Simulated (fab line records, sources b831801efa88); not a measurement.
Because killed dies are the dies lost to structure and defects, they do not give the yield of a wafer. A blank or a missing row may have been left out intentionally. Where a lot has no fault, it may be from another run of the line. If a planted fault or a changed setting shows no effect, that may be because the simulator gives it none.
Struck lot and sound lot, side by side || flow sfq line || 42 out of 325 route steps
Sound: the wafers L849.4, L849.5, L849.6. Struck: wafers L860.1, L860.4 (left out: L860.6, a lot-mate that was not struck); the cause follows at the end.
Each step with rows lists, per side, the tool, then ch with its chambers, then its first start. Under that, the readings that differ: sound wafers || struck wafers || difference of the means || sigmas: that difference in standard deviations of wafers without a fault.
alike: a reading whose means differ by less than 2 such deviations, as well as words and numbers matching on both sides. not compared: withheld readings; readings where some wafer has no value; bounds like >300 that might hide an equal value; numbers whose values overlap and for which the record gives no deviation.
Wherever a step has rows on one side only, a row that says differs or no value, or a row with sigmas, the two part there. When numbers do not overlap yet have no deviation, they are printed without sigmas and do not part them. A reading that every wafer of one side lacks parts them only if that side has two wafers or more.

first, 3 steps without rows for these wafers: SFQ_TRILAYER_I4_VIA_LITHO_EXPOSE_104 (exposes mask I4, target cd 700 nm); SFQ_TRILAYER_I4_VIA_LITHO_PEB_106 (peb time 60 s); SFQ_TRILAYER_I4_VIA_LITHO_DEVELOP_105 (time 60 s).
SFQ_I4_OVL_MEAS_928:
  sound on overlay-02, day 42 23:51; struck on overlay-02, day 54 11:54
  alike: I4_OVL
SFQ_TRILAYER_I4_VIA_BARC_OPEN_VIA_ETCH_146: etches BARC in O2, target depth 125 nm, time 41.7 s.
  sound on rie diel-03 ch 2,3, day 42 23:52; struck on rie diel-02 ch 1,2, day 54 11:56
  alike: drypump motor current A, oes product au
  not compared: rf hours counter h
then, 5 steps without rows for these wafers: SFQ_TRILAYER_I4_VIA_ETCH_VIA_ETCH_106 (etches SiO2 in CHF3, stops on Nb, target depth 260 nm); SFQ_TRILAYER_I4_VIA_STRIP_STRIP_107 (strips in O2); SFQ_TRILAYER_I4_VIA_STRIP_SOLV_CLEAN_108 (cleans in NMP, time 600 s); SFQ_TRILAYER_JJ_TRILAYER_DEP_PRE_CLEAN_113 (time 22.5 s); SFQ_TRILAYER_JJ_TRILAYER_DEP_SPUTTER_109 (material Nb, target thk 150 nm, time 100 s).
SFQ_TRILAYER_JJ_TRILAYER_DEP_SPUTTER_110: material Al, target thk 8 nm, time 10 s.
  sound on pvd sputter-03, day 43 01:30; struck on pvd sputter-04, day 54 12:58
{"reading": "throttle valve pct (%)", "sound": "30.3 31.0 30.2", "struck": "29.1 28.8", "difference": -1.5, "sigmas": -2}
  alike: cathode dc power W
then, 1 step without rows for these wafers: SFQ_TRILAYER_JJ_TRILAYER_DEP_AL_OXIDATION_111 (oxidation time 600 s).
SFQ_TRILAYER_JJ_TRILAYER_DEP_SPUTTER_112: material Nb, target thk 170 nm, time 113.3 s.
  sound on pvd sputter-03, day 43 02:31; struck on pvd sputter-04, day 54 13:59
{"reading": "throttle valve pct (%)", "sound": "30.4 31.1 30.1", "struck": "28.9 29.2", "difference": -1.5, "sigmas": -2}
{"reading": "model.Nb_of_TRILAYER_JJ_TRILAYER_DEP_SPUTTER_112.thk nm (nm)", "sound": "169.3 172.5 172.2", "struck": "225.3 224.9", "difference": "+53.8", "sigmas": ""}
  alike: cathode dc power W
SFQ_JJ_RS_MEAS_929: uses a four-point probe to measure.
  sound on film metro-01, day 43 02:40; struck on film metro-04, day 54 14:04
{"reading": "JJ_NB_RS (ohm/sq)", "sound": "1.053 1.035 1.035", "struck": "0.787 0.790", "difference": -0.252, "sigmas": -25}
then, 6 steps without rows for these wafers: SFQ_TRILAYER_JJ_CE_LITHO_COAT_119 (resist thk 62 nm); SFQ_TRILAYER_JJ_CE_LITHO_COAT_114 (resist thk 600 nm); SFQ_TRILAYER_JJ_CE_LITHO_SOFTBAKE_118; SFQ_TRILAYER_JJ_CE_LITHO_EXPOSE_115 (exposes mask J5, target cd 700 nm); SFQ_TRILAYER_JJ_CE_LITHO_PEB_117 (peb time 60 s); SFQ_TRILAYER_JJ_CE_LITHO_DEVELOP_116 (time 60 s).
SFQ_JJ_OVL_MEAS_931:
  sound on overlay-02, day 43 06:44; struck on overlay-01, day 54 16:37
  alike: J5_OVL
then, 4 steps without rows for these wafers: SFQ_TRILAYER_JJ_CE_METRO_MEASURE_117; SFQ_TRILAYER_JJ_CE_BARC_OPEN_RIE_150 (chemistry O2, target BARC, target depth 240 nm, time 80 s); SFQ_TRILAYER_JJ_CE_ETCH_RIE_118 (chemistry SF6, target Nb, stops on Al2O3, time 97.7 s, target depth 170 nm); SFQ_TRILAYER_JJ_ANODIZE_ANODIZE_119.
SFQ_TRILAYER_JJ_CE_STRIP_STRIP_120: strips in O2.
  sound on rie metal-03 ch 0,1, day 43 08:50; struck on rie metal-01 ch 1, day 54 18:45
  alike: drypump motor current A, oes product au
  not compared: rf hours counter h
then, 7 steps without rows for these wafers: SFQ_TRILAYER_JJ_CE_STRIP_SOLV_CLEAN_121 (cleans in NMP, time 600 s); SFQ_TRILAYER_M5_LITHO_COAT_128 (resist thk 62 nm); SFQ_TRILAYER_M5_LITHO_COAT_123 (resist thk 600 nm); SFQ_TRILAYER_M5_LITHO_SOFTBAKE_127; SFQ_TRILAYER_M5_LITHO_EXPOSE_124 (exposes mask M5, target cd 700 nm); SFQ_TRILAYER_M5_LITHO_PEB_126 (peb time 60 s); SFQ_TRILAYER_M5_LITHO_DEVELOP_125 (time 60 s).
SFQ_M5_OVL_MEAS_932:
  sound on overlay-01, day 49 12:41; struck on overlay-01, day 54 23:01
  alike: M5_OVL
SFQ_TRILAYER_M5_BARC_OPEN_METAL_ETCH_161: etches BARC in O2, target depth 125 nm, time 41.7 s.
  sound on rie metal-02 ch 0,1, day 49 12:43; struck on rie metal-03 ch 0,1, day 54 23:04
  alike: drypump motor current A, oes product au
  not compared: rf hours counter h
then, 3 steps without rows for these wafers: SFQ_TRILAYER_M5_ETCH_METAL_ETCH_126 (etches Nb in Cl2/BCl3, stops on SiO2, time 203.2 s, target depth 265 nm); SFQ_TRILAYER_M5_STRIP_STRIP_127 (strips in O2); SFQ_TRILAYER_M5_STRIP_SOLV_CLEAN_128 (cleans in NMP, time 600 s).
SFQ_TRILAYER_A5B_DEP_PECVD_129: deposits SiO2 from SiH4/N2O, time 133.33 s, target thk 600 nm.
  sound on pecvd-01 ch 0,1,2, day 49 13:47; struck on pecvd-01 ch 0,1, day 55 00:05
  alike: heater power w, throttle valve pct
then, 2 steps without rows for these wafers: SFQ_TRILAYER_A5B_CMP_CMP_130 (polishes, stops on Nb, target thk 340.7 nm); SFQ_TRILAYER_A5B_METRO_MEASURE_131.
-- the record jumps here: 7 days lie between the struck wafers' starts before and after --
SFQ_TRILAYER_R5_ETCH_METAL_ETCH_139: etches the open film in Cl2, stops on SiO2, target depth 60 nm, time 40 s.
  sound on rie metal-01 ch 0,1, day 55 10:49; struck on rie metal-03 ch 0, day 61 12:28
{"reading": "model.Nb_of_TRILAYER_JJ_TRILAYER_DEP_SPUTTER_112.thk nm (nm)", "sound": "159.4 162.5 162.3", "struck": "215.4 214.9", "difference": "+53.8", "sigmas": ""}
  alike: drypump motor current A, oes product au
  not compared: rf hours counter h

WHERE THEY PART
At SFQ_TRILAYER_JJ_TRILAYER_DEP_SPUTTER_110 first; at SFQ_JJ_RS_MEAS_929 last (within this record only). Later steps at which nothing parts them and some readings are alike: SFQ_JJ_OVL_MEAS_931, SFQ_TRILAYER_JJ_CE_STRIP_STRIP_120, SFQ_M5_OVL_MEAS_932, SFQ_TRILAYER_M5_BARC_OPEN_METAL_ETCH_161, SFQ_TRILAYER_A5B_DEP_PECVD_129, SFQ_TRILAYER_R5_ETCH_METAL_ETCH_139.

WHY: the cause the simulator had injected
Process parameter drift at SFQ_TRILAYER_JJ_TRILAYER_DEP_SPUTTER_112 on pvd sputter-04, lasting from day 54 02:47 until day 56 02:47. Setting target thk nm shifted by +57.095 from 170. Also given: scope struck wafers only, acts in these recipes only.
